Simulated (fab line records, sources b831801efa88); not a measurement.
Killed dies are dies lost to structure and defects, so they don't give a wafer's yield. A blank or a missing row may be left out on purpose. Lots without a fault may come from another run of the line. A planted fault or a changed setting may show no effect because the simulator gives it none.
fab line records | flow sfq_line
record lots=6 wafers=18 last_day=88
route steps=325 shown I4@170 JJ@178
lots that met no fault: from a run of the same line without faults
start_h: hours from the record's first day to the start of the lot's first wafer shown | wait_h: hours since the lot's step before | " the same as in the row above | L1.1+2: a row that stands for several wafers | - no value, or no start given | * or withheld: withheld | < > ~ a bound
route shown NAME@n: a module of which the file shows steps, and the number in the route of the first | usual: mean/standard deviation of fault-free wafers | same: alike in all rows | chamber/n: place in a boat | sites: the reading at each site | _std_site: their standard deviation | _edge_site: outer sites' mean less inner sites' | radius_mm: how far each site lies from the wafer's centre | mask NAME#n: copy n | behind: the tool/chamber that last shaped the wafer | hold: why the lot was held/for how many hours/how that ended | device: the transistor (n, p or np) that didn't switch | end of line: the same wafers' tests at the end of the route | a step without rows: its recipe alone | killed: dies lost to structure and defects at the first sort, not the wafer's yield | map: a wafer's dies, x killed, . not, _ none there
set.NAME: the setting as run; set.NAME@STEP: as run at that earlier step | model.NAME: the simulator's own value behind a step, which no gauge read
lots at some steps of the route; a table a step, a row a wafer
services: from which hour (start_h, from the record's first day; less than 0 if before it) a tool's chamber was out of use, for how many hours, and why
## steps
# step SFQ_TRILAYER_I4_VIA_LITHO_EXPOSE_104
# recipe mask_id=I4 na=0.6 source_shape=conventional sigma_outer=0.65 target_cd_nm=700 dose_mj=21.3
# step SFQ_TRILAYER_I4_VIA_LITHO_PEB_106
# recipe peb_temp_c=115 peb_time_s=60 resist=KrF
# step SFQ_TRILAYER_I4_VIA_LITHO_DEVELOP_105
# recipe time_s=60 resist=KrF
# step SFQ_I4_OVL_MEAS_928
# usual I4_OVL=1/5.9
# columns lot.wafer tool chamber start_h wait_h I4_OVL[nm]
L531.2 overlay-01 - 1018.39 0.1 -2
L531.3 " - " " 5
L531.5 " - " " 1
L534.2 overlay-01 - 1058.56 0.1 -7
L534.5 " - " " -5
L534.6 " - " " -7
L535.3 overlay-01 - 1206.75 0.1 12
L535.5 " - " " 5
L535.6 " - " " 10
L537.1 overlay-02 - 1240.06 0.1 5
L537.5 " - " " 2
L537.6 " - " " -4
L548.3 overlay-02 - 1349.22 0.1 -1
L548.4 " - " " -2
L548.6 " - " " 6
L549.3 overlay-02 - 1357.62 0.1 -4
L549.4 " - " " -7
L549.6 " - " " -3
# step SFQ_TRILAYER_I4_VIA_BARC_OPEN_VIA_ETCH_146
# recipe mask_material=PR chemistry=O2 target_depth_nm=125 target=BARC source_w=500 bias_w=80 pressure_mtorr=30 time_s=41.7
# usual drypump_motor_current_A=6.0/0.53 oes_product_au=0.685/0.0049
# same time_s=41.7
# columns lot.wafer tool chamber start_h wait_h drypump_motor_current_A oes_product_au rf_hours_counter_h
L531.2 rie_diel-03 0 1018.42 0.0 4.9 0.686 12
L531.3 " 2 " " 5.0 0.677 5
L531.5 " 3 " " 6.1 0.680 -
L534.2 rie_diel-04 3 1058.59 0.0 6.7 0.692 6
L534.5 " 3 " " 6.7 0.690 -
L534.6 " 0 " " 6.3 0.687 -
L535.3 rie_diel-02 1 1206.77 0.0 6.3 0.685 10
L535.5 " 3 " " 5.6 0.679 -
L535.6 " 2 " " 6.1 0.682 -
L537.1 rie_diel-02 1 1240.10 0.0 6.3 0.680 10
L537.5 " 3 " " 5.6 0.678 -
L537.6 " 2 " " 6.0 0.680 -
L548.3 rie_diel-02 1 1349.24 0.0 6.3 0.689 12
L548.4 " 3 " " 5.6 0.683 11
L548.6 " 2 " " 6.0 0.684 -
L549.3 rie_diel-02 1 1357.64 0.0 6.3 0.686 12
L549.4 " 2 " " 6.0 0.673 8
L549.6 " 2 " " 6.0 0.689 -
# step SFQ_TRILAYER_I4_VIA_ETCH_VIA_ETCH_106
# recipe target=SiO2 stop_on=Nb mask_material=PR taper_deg=20 chemistry=CHF3 target_depth_nm=260 source_w=500 bias_w=80 pressure_mtorr=30 time_s=withheld
# step SFQ_TRILAYER_I4_VIA_STRIP_STRIP_107
# recipe gas=O2 power_w=200 platen_temp_c=40 overash_fraction=0.65 chemistry=O2 pressure_mtorr=50
# usual drypump_motor_current_A=5.52/0.28 oes_product_au=1.001/0.0078
# columns lot.wafer tool chamber start_h wait_h drypump_motor_current_A oes_product_au rf_hours_counter_h
L531.2 rie_metal-02 0 1018.57 - 5.21 0.997 30
L531.3 " 1 " " 5.83 1.000 -
L531.5 " 0 " " 5.22 0.993 -
L534.2 rie_metal-04 0 1058.74 - 5.58 1.013 116
L534.5 " 1 " " 5.59 1.002 -
L534.6 " 0 " " 5.61 1.011 -
L535.3 rie_metal-04 1 1207.12 - 5.53 1.002 -
L535.5 " 0 " " 5.59 1.009 -
L535.6 " 1 " " 5.55 0.999 -
L537.1 rie_metal-03 1 1240.25 - 5.78 1.005 30
L537.5 " 1 " " 5.75 1.008 -
L537.6 " 0 " " 5.17 1.009 -
L548.3 rie_metal-03 1 1349.60 - 5.81 1.000 -
L548.4 " 0 " " 5.16 1.007 -
L548.6 " 0 " " 5.15 1.008 -
L549.3 rie_metal-02 1 1358.00 - 5.80 0.994 -
L549.4 " 0 " " 5.22 0.984 -
L549.6 " 1 " " 5.82 1.003 -
# step SFQ_TRILAYER_I4_VIA_STRIP_SOLV_CLEAN_108
# recipe chemistry=NMP temp_c=70 time_s=600
# step SFQ_TRILAYER_JJ_TRILAYER_DEP_PRE_CLEAN_113
# recipe gas=Ar time_s=22.5 bias_v=250
# step SFQ_TRILAYER_JJ_TRILAYER_DEP_SPUTTER_109
# recipe material=Nb base_pressure_pa=1.33e-06 chamber_pressure_pa=0.1333 substrate_temp_c=20 target_thk_nm=150 power_w=2000 time_s=100
# usual throttle_valve_pct=29.3/1
# same time_s=100
# columns lot.wafer tool chamber start_h wait_h throttle_valve_pct
L531.2 pvd_sputter-05 - 1019.38 0.0 28.6
L531.3 " - " " 30.3
L531.5 " - " " 28.0
L534.2 pvd_sputter-06 - 1059.55 0.0 30.2
L534.5 " - " " 30.0
L534.6 " - " " 28.6
L535.3 pvd_sputter-06 - 1207.73 0.0 28.7
L535.5 " - " " 30.2
L535.6 " - " " 29.5
L537.1 pvd_sputter-06 - 1241.06 0.0 28.1
L537.5 " - " " 29.6
L537.6 " - " " 30.1
L548.3 pvd_sputter-05 - 1350.20 0.0 28.4
L548.4 " - " " 30.1
L548.6 " - " " 28.4
L549.3 pvd_sputter-05 - 1358.78 0.0 30.5
L549.4 " - " " 30.2
L549.6 " - " " 28.3
# step SFQ_TRILAYER_JJ_TRILAYER_DEP_SPUTTER_110
# recipe material=Al base_pressure_pa=1.33e-06 target_thk_nm=8 power_w=500 time_s=10 chamber_pressure_pa=0.4
# step SFQ_TRILAYER_JJ_TRILAYER_DEP_AL_OXIDATION_111
# recipe pressure_mbar=0.014667 oxidation_time_s=600 temperature_k=293
# step SFQ_TRILAYER_JJ_TRILAYER_DEP_SPUTTER_112
# recipe material=Nb base_pressure_pa=1.33e-06 chamber_pressure_pa=0.1333 substrate_temp_c=20 target_thk_nm=170 power_w=2000 time_s=113.3
# usual throttle_valve_pct=29.3/1.1
# same time_s=113.3
# columns lot.wafer tool chamber start_h wait_h throttle_valve_pct
L531.2 pvd_sputter-05 - 1020.47 0.5 28.6
L531.3 " - " " 30.3
L531.5 " - " " 28.2
L534.2 pvd_sputter-06 - 1060.64 0.5 30.1
L534.5 " - " " 30.5
L534.6 " - " " 28.5
L535.3 pvd_sputter-06 - 1208.82 0.5 28.3
L535.5 " - " " 30.1
L535.6 " - " " 29.3
L537.1 pvd_sputter-06 - 1242.15 0.5 28.3
L537.5 " - " " 29.1
L537.6 " - " " 30.2
L548.3 pvd_sputter-05 - 1351.30 0.5 28.3
L548.4 " - " " 30.0
L548.6 " - " " 28.4
L549.3 pvd_sputter-05 - 1359.87 0.5 30.5
L549.4 " - " " 30.4
L549.6 " - " " 28.4
# step SFQ_JJ_RS_MEAS_929
# recipe thk_meas_gauge=four-point-probe reads=Nb_of_TRILAYER_JJ_TRILAYER_DEP_SPUTTER_112
# usual JJ_NB_RS=1.045/0.011
# columns lot.wafer tool chamber start_h wait_h JJ_NB_RS[ohm/sq]
L531.2 film_metro-02 - 1020.57 0.1 1.042
L531.3 " - " " 1.021
L531.5 " - " " 1.037
L534.2 film_metro-02 - 1060.74 0.1 1.053
L534.5 " - " " 1.051
L534.6 " - " " 1.039
L535.3 film_metro-02 - 1208.94 0.1 1.044
L535.5 " - " " 1.039
L535.6 " - " " 1.504
L537.1 film_metro-04 - 1242.23 0.0 1.049
L537.5 " - " " 1.512
L537.6 " - " " 1.051
L548.3 film_metro-02 - 1351.41 0.1 1.035
L548.4 " - " " 1.040
L548.6 " - " " 1.042
L549.3 film_metro-01 - 1359.99 0.1 1.026
L549.4 " - " " 1.035
L549.6 " - " " 1.026
# step SFQ_TRILAYER_JJ_CE_LITHO_COAT_119
# recipe resist=BARC spin_rpm=3000 resist_thk_nm=62
# step SFQ_TRILAYER_JJ_CE_LITHO_COAT_114
# recipe resist=KrF spin_rpm=3000 resist_thk_nm=600
# step SFQ_TRILAYER_JJ_CE_LITHO_SOFTBAKE_118
# recipe temp_c=withheld time_s=withheld resist=KrF
# step SFQ_TRILAYER_JJ_CE_LITHO_EXPOSE_115
# recipe mask_id=J5 na=0.6 source_shape=conventional sigma_outer=0.65 target_cd_nm=700 dose_mj=14.4
# step SFQ_TRILAYER_JJ_CE_LITHO_PEB_117
# recipe peb_temp_c=115 peb_time_s=60 resist=KrF
# step SFQ_TRILAYER_JJ_CE_LITHO_DEVELOP_116
# recipe time_s=60 resist=KrF
# step SFQ_JJ_OVL_MEAS_931
# usual J5_OVL=2/5.8
# columns lot.wafer tool chamber start_h wait_h J5_OVL[nm]
L531.2 overlay-02 - 1022.99 0.1 10
L531.3 " - " " 2
L531.5 " - " " 2
L534.2 overlay-02 - 1074.92 0.1 -7
L534.5 " - " " 5
L534.6 " - " " -8
L535.3 overlay-01 - 1213.11 0.1 -2
L535.5 " - " " 3
L535.6 " - " " -13
L537.1 overlay-02 - 1244.66 0.1 2
L537.5 " - " " 3
L537.6 " - " " 12
L548.3 overlay-01 - 1498.89 0.1 2
L548.4 " - " " -2
L548.6 " - " " -4
L549.3 overlay-02 - 1503.51 0.1 10
L549.4 " - " " 10
L549.6 " - " " 11
# step SFQ_TRILAYER_JJ_CE_METRO_MEASURE_117
# usual cd_nm=700.0/1.4
# columns lot.wafer tool chamber start_h wait_h cd_nm
L531.2 cd_sem-01 - 1023.22 0.2 700.0
L531.3 " - " " 699.4
L531.5 " - " " 699.0
L534.2 cd_sem-02 - 1075.15 0.2 700.2
L534.5 " - " " 698.3
L534.6 " - " " 700.5
L535.3 cd_sem-01 - 1213.53 0.4 700.6
L535.5 " - " " 700.7
L535.6 " - " " 700.6
L537.1 cd_sem-01 - 1244.70 0.0 698.7
L537.5 " - " " 698.1
L537.6 " - " " 699.4
L548.3 cd_sem-02 - 1499.31 0.4 698.2
L548.4 " - " " 697.5
L548.6 " - " " 698.4
L549.3 cd_sem-01 - 1503.93 0.4 701.0
L549.4 " - " " 700.6
L549.6 " - " " 700.6
# step SFQ_TRILAYER_JJ_CE_BARC_OPEN_RIE_150
# recipe mask_material=PR chemistry=O2 target_depth_nm=240 target=BARC icp_w=600 bias_w=80 pressure_mtorr=10 time_s=80
# usual drypump_motor_current_A=5.56/0.18 oes_product_au=0.538/0.0047
# same time_s=80
# columns lot.wafer tool chamber start_h wait_h drypump_motor_current_A oes_product_au rf_hours_counter_h
L531.2 rie_metal-01 1 1024.22 0.8 5.63 0.536 22
L531.3 " 0 " " 5.38 0.543 -
L531.5 " 1 " " 5.61 0.540 -
L534.2 rie_metal-04 1 1076.15 0.8 5.57 0.534 45
L534.5 " 1 " " 5.55 0.544 -
L534.6 " 0 " " 5.57 0.539 -
L535.3 rie_metal-04 1 1214.36 0.6 5.58 0.536 -
L535.5 " 1 " " 5.56 0.536 -
L535.6 " 0 " " 5.58 0.538 -
L537.1 rie_metal-04 1 1245.90 1.0 5.58 0.543 66
L537.5 " 1 " " 5.57 0.540 -
L537.6 " 0 " " 5.58 0.537 -
L548.3 rie_metal-03 1 1500.17 0.7 5.81 0.544 -
L548.4 " 1 " " 5.81 0.538 -
L548.6 " 1 " " 5.82 0.534 -
L549.3 rie_metal-03 1 1504.80 0.7 5.80 0.534 -
L549.4 " 1 " " 5.79 0.529 -
L549.6 " 1 " " 5.80 0.541 -
# step SFQ_TRILAYER_JJ_CE_ETCH_RIE_118
# recipe target=Nb stop_on=Al2O3 mask_material=PR taper_deg=13.257 over_etch_frac=0.15 time_s=97.7 chemistry=SF6 target_depth_nm=170 icp_w=600 bias_w=80 pressure_mtorr=10
# usual drypump_motor_current_A=5.56/0.18 oes_product_au=0.990/0.0071
# same time_s=97.7
# columns lot.wafer tool chamber start_h wait_h drypump_motor_current_A oes_product_au rf_hours_counter_h
L531.2 rie_metal-01 1 1024.31 0.1 5.58 1.000 22
L531.3 " 0 " " 5.41 0.980 -
L531.5 " 1 " " 5.58 0.994 -
L534.2 rie_metal-04 1 1076.24 0.1 5.53 0.990 45
L534.5 " 1 " " 5.53 0.991 -
L534.6 " 0 " " 5.59 1.003 -
L535.3 rie_metal-04 1 1214.46 0.1 5.60 0.996 -
L535.5 " 1 " " 5.56 0.984 -
L535.6 " 0 " " 5.57 0.870 -
L537.1 rie_metal-04 1 1245.99 0.1 5.58 0.988 66
L537.5 " 1 " " 5.57 0.857 -
L537.6 " 0 " " 5.59 0.990 -
L548.3 rie_metal-03 1 1500.36 0.2 5.80 0.996 -
L548.4 " 1 " " 5.78 0.997 -
L548.6 " 1 " " 5.79 0.994 -
L549.3 rie_metal-03 1 1504.99 0.2 5.81 0.992 -
L549.4 " 1 " " 5.81 1.000 -
L549.6 " 1 " " 5.82 0.997 -
# step SFQ_TRILAYER_JJ_ANODIZE_ANODIZE_119
# recipe current_density_ma_cm2=withheld end_current_density_ma_cm2=withheld bath_temp_c=withheld
## services
# columns tool chamber start_h hours kind
cd_sem-01 - 996.02 0.1 pm
rie_metal-03 0 1004.55 1.2 repair
rie_metal-04 - 1026.90 0.3 repair
cd_sem-01 - 1037.94 0.3 pm
pvd_sputter-05 - 1049.85 1.1 repair
pvd_sputter-06 - 1068.67 35.4 repair
rie_diel-02 0 1107.75 3.4 repair
cd_sem-01 - 1108.28 0.8 pm
rie_diel-02 2 1113.61 5.4 repair
pvd_sputter-05 - 1119.64 56.5 repair
pvd_sputter-05 - 1166.80 7.1 repair
cd_sem-01 - 1180.02 0.9 pm
pvd_sputter-06 - 1193.89 0.5 repair
rie_metal-04 - 1196.91 1.4 pm
pvd_sputter-05 - 1201.24 7.5 repair
rie_metal-04 - 1272.89 1.6 repair
rie_metal-04 - 1274.75 0.5 repair
pvd_sputter-06 - 1331.93 2.2 repair
rie_metal-04 1 1353.84 7.7 repair
pvd_sputter-06 - 1418.43 2.7 repair
pvd_sputter-05 - 1431.64 4.4 repair
rie_metal-04 - 1443.15 2.8 pm
rie_metal-03 - 1493.70 1.4 pm
pvd_sputter-05 - 1501.61 1.0 repair
## key
first_sign step=SFQ_JJ_RS_MEAS_929 reading=JJ_NB_RS direction=up sigmas=43 usual=1.045 struck=1.508
effect step=SFQ_TRILAYER_JJ_CE_ETCH_RIE_118 reading=oes_product_au direction=down sigmas=18 usual=0.990 struck=0.864
met_at SFQ_TRILAYER_JJ_TRILAYER_DEP_SPUTTER_112
struck_wafers L535.6,L537.5
fault kind=site_profile_drift tool=pvd_sputter-06 chamber=- onset_h=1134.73 steps=SFQ_TRILAYER_JJ_TRILAYER_DEP_SPUTTER_112 basis=fraction max_abs_drift=0.49872 slope_share_per_hr=110.83 site_pattern=0,0,0,0,0,-1,-1,-1,-1 scope=struck_wafers_only
